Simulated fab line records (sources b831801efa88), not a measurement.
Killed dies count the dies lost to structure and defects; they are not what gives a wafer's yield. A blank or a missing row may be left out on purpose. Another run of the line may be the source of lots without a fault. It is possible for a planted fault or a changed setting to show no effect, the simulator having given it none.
Which tool is to blame? ; flow gf180mcu ; 43 wafers from 15 lots sampled at 4 of the route's 602 steps

## WHAT THE GAUGES READ, wafer by wafer
GF_M5_CD_MEAS_07: target cd 280 nm.
lot;measured;on;cd-nm (nm)
L196;day 26 06:12;cd-sem-02;278.1 277.7 277.9
L198;day 27 01:47;cd-sem-01;279.8 280.0 280.1
L199;day 27 09:37;cd-sem-02;279.2 280.2 278.9
L200;day 27 16:07;cd-sem-02;- - -
L201;day 28 02:22;cd-sem-01;-
L202;day 28 02:49;cd-sem-01;- - -
L203;day 28 17:32;cd-sem-01;279.1 279.4 278.8
L206;day 29 11:40;cd-sem-02;282.5 280.8 281.3
L211;day 30 20:09;cd-sem-02;280.0 279.0 279.0
L212;day 31 00:01;cd-sem-01;279.0 279.2 278.9
L213;day 31 08:01;cd-sem-02;280.7 281.8 282.3
L214;day 31 14:49;cd-sem-01;279.9 280.7 281.8
L217;day 32 08:56;cd-sem-01;279.7 280.1 279.6
L218;day 32 12:37;cd-sem-02;280.8 281.0 280.1
L219;day 32 23:29;cd-sem-01;279.4 278.5 279.5

## WHICH TOOL RAN EACH LOT (tool, then ch and the chambers of the sampled wafers, then the start)
lot;GF_MIM_CVD_05;GF_MIM_STRIP_20;GF_M5_DEVELOP_06
L196;pecvd-03 ch 1,2, day 24 10:51;plasma-asher-01 ch 1, day 25 08:42;litho-track-02 ch 0, day 26 06:04
L198;pecvd-04 ch 0,2, day 25 06:47;plasma-asher-04 ch 0,1, day 26 03:56;litho-track-03 ch 0, day 27 01:38
L199;pecvd-04 ch 0,1,2, day 25 15:58;plasma-asher-03 ch 0,1, day 26 12:17;litho-track-02 ch 0, day 27 09:29
L200;pecvd-01 ch 1,2, day 25 22:40;plasma-asher-01 ch 0,1, day 26 19:44;litho-track-03, day 27 15:59
L201;pecvd-04 ch 2, day 26 08:41;plasma-asher-03 ch 0, day 27 05:40;litho-track-02, day 28 02:14
L202;pecvd-01 ch 0,1,2, day 26 09:38;plasma-asher-03 ch 0,1, day 27 06:14;litho-track-04, day 28 02:40
L203;pecvd-04 ch 0,1,2, day 27 00:42;plasma-asher-03 ch 0,1, day 27 21:20;litho-track-02 ch 0, day 28 17:23
L206;pecvd-04 ch 0,2, day 27 19:58;plasma-asher-04 ch 0,1, day 28 16:08;litho-track-04 ch 0, day 29 11:31
L211;pecvd-01 ch 1,2, day 29 07:26;plasma-asher-03 ch 0,1, day 30 01:44;litho-track-03 ch 0, day 30 20:00
L212;pecvd-03 ch 1,2, day 29 10:42;plasma-asher-03 ch 0,1, day 30 05:47;litho-track-03 ch 0, day 30 23:53
L213;pecvd-03 ch 0,1,2, day 29 19:32;plasma-asher-04 ch 0,1, day 30 13:56;litho-track-02 ch 0, day 31 07:48
L214;pecvd-03 ch 0,1, day 30 02:30;plasma-asher-04 ch 0,1, day 30 21:20;litho-track-04 ch 0, day 31 14:40
L217;pecvd-01 ch 0,1,2, day 30 22:25;plasma-asher-04 ch 0,1, day 31 15:44;litho-track-03 ch 0, day 32 08:47
L218;pecvd-03 ch 0,2, day 31 01:49;plasma-asher-04 ch 0,1, day 31 19:40;litho-track-02 ch 0, day 32 12:29
L219;pecvd-03 ch 0,1,2, day 31 13:54;plasma-asher-03 ch 0,1, day 32 06:47;litho-track-02 ch 0, day 32 23:20
- GF_MIM_CVD_05: deposits Si3N4, target thk 42 nm, time 29.086 s.
- GF_MIM_STRIP_20: strips in O2/N2.
- GF_M5_DEVELOP_06: develop time 60 s.

## WHAT THE TOOLS THEMSELVES READ (means of the sampled wafers that have a number; where no wafer has one, the mark that the record gives instead)
GF_MIM_CVD_05.
lot;tool;heater-power-w (W)
L196;pecvd-03;616
L198;pecvd-04;532
L199;pecvd-04;584
L200;pecvd-01;868
L201;pecvd-04;641
L202;pecvd-01;699
L203;pecvd-04;584
L206;pecvd-04;561
L211;pecvd-01;798
L212;pecvd-03;572
L213;pecvd-03;612
L214;pecvd-03;598
L217;pecvd-01;708
L218;pecvd-03;591
L219;pecvd-03;611

GF_MIM_STRIP_20.
lot;tool;drypump-motor-current-A (A);heater-power-w (W);oes-product-au (a.u.);strip-time-to-endpoint-s (s)
L196;plasma-asher-01;6.0;344;0.690;11.19
L198;plasma-asher-04;5.4;368;0.694;11.27
L199;plasma-asher-03;6.2;327;0.685;11.22
L200;plasma-asher-01;5.9;318;0.694;11.32
L201;plasma-asher-03;6.6;307;0.690;11.27
L202;plasma-asher-03;5.8;344;0.691;11.21
L203;plasma-asher-03;5.8;341;0.694;11.24
L206;plasma-asher-04;5.4;364;0.694;11.24
L211;plasma-asher-03;6.2;326;0.694;11.20
L212;plasma-asher-03;5.8;339;0.690;11.19
L213;plasma-asher-04;5.4;367;0.694;11.22
L214;plasma-asher-04;5.3;360;0.687;11.15
L217;plasma-asher-04;5.4;366;0.693;11.21
L218;plasma-asher-04;5.3;343;0.685;11.15
L219;plasma-asher-03;6.2;329;0.691;11.15

GF_M5_DEVELOP_06.
lot;tool;chill-plate-temp-C (C)
L196;litho-track-02;22.96
L198;litho-track-03;23.14
L199;litho-track-02;22.98
L200;litho-track-03;-
L201;litho-track-02;-
L202;litho-track-04;-
L203;litho-track-02;22.91
L206;litho-track-04;23.07
L211;litho-track-03;22.98
L212;litho-track-03;23.12
L213;litho-track-02;22.88
L214;litho-track-04;22.91
L217;litho-track-03;22.95
L218;litho-track-02;22.93
L219;litho-track-02;22.94

## THE ANSWER, worked out from the rows above alone
Rule: usual is defined by the lots themselves. Put in order of their means at a reading, lots are off if they are a third of the lots or fewer, leave a main group of 4 or more, and stand apart from it by a gap of 3 or more times the standard deviation of the main group's means; of several such gaps the widest counts. A main group is skipped when, at the precision printed for the reading in the tables above, its means are all equal. Also off: a lot with no number at a reading for which 4 or more lots have one. All remaining lots with rows at the step are treated as sound. The gauges are gone through in route order, then the tools' own readings, and for those a lot's mean is taken as printed above. At the first step where some lot is off, the reading lying furthest off is the one used; lots without a number count as furthest.
Off, at GF_M5_CD_MEAS_07 on cd-nm: L200, L201, L202. Without a number there: L200, L201, L202. For the main group the mean is 279.9 nm and the standard deviation 1.1.
If a tool, at a process step before that reading, ran all the lots that are off and no sound lot after the first of them, it fits. The gauges at GF_M5_CD_MEAS_07 aren't tried: what is off there is off at GF_M5_DEVELOP_06 too, on other tools, and a gauge's error can't cause that. No candidate that was tried fits.

## WHAT THE SIMULATOR HAD PUT IN
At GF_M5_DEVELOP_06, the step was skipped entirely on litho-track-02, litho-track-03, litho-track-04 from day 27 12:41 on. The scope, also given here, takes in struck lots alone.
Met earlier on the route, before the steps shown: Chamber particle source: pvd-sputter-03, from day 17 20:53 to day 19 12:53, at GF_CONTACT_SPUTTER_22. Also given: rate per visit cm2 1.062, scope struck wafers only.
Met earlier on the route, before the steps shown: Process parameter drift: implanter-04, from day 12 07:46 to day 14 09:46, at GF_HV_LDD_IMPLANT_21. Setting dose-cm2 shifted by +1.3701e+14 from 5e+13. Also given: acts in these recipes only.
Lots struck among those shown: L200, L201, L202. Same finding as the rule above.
